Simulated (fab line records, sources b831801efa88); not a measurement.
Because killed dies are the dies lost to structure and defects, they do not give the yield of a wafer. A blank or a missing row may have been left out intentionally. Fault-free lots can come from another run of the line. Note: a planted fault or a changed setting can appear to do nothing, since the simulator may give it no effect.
Chamber matching	flow sky130	SKY_FIELD_ISO_ETCH_17 on rie-si-01: 3 sister chambers
The step etches Si in HBr/Cl2/O2, target depth 342 nm, time 97.7 s. 6 wafers are shown with their chamber, then 6 later ones without.

WAFERS WITH THEIR CHAMBER
wafer	chamber	drypump-motor-current-A (A)	oes-product-au (a.u.)
L456.6	3	5.9	0.986
L457.1	1	5.0	0.989
L457.6	0	5.3	1.026
L459.2	1	5.0	0.982
L459.5	0	5.3	1.018
L459.6	3	6.0	0.977

WAFERS WITHOUT THEIR CHAMBER
wafer	drypump-motor-current-A (A)	oes-product-au (a.u.)
L463.1	6.0	0.980
L463.3	5.0	0.987
L464.1	5.9	0.991
L464.4	5.3	1.016
L466.4	6.0	0.982
L466.5	6.0	0.984

THE CHAMBER EACH PASSED THROUGH
wafer	from the rows above	in truth
L463.1	3	3
L463.3	1	1
L464.1	3	3
L464.4	0	0
L466.4	3	3
L466.5	3	3
6 of 6 placed correctly. Not placeable from these rows: 0. Wrongly placed: 0.
How it was worked out, from the rows above alone: a wafer's distance from a chamber is the root of the sum, over the readings, of the square of ((its reading less the chamber's mean) divided by the reading's scatter). The wafer belongs to the nearest chamber; if the next one is less than 2 further off, it can't be placed. A chamber's mean is the mean of its shown wafers. The scatter: the root of (the sum of the squares of (reading less its chamber's mean) over the shown wafers, divided by (wafers less chambers)).
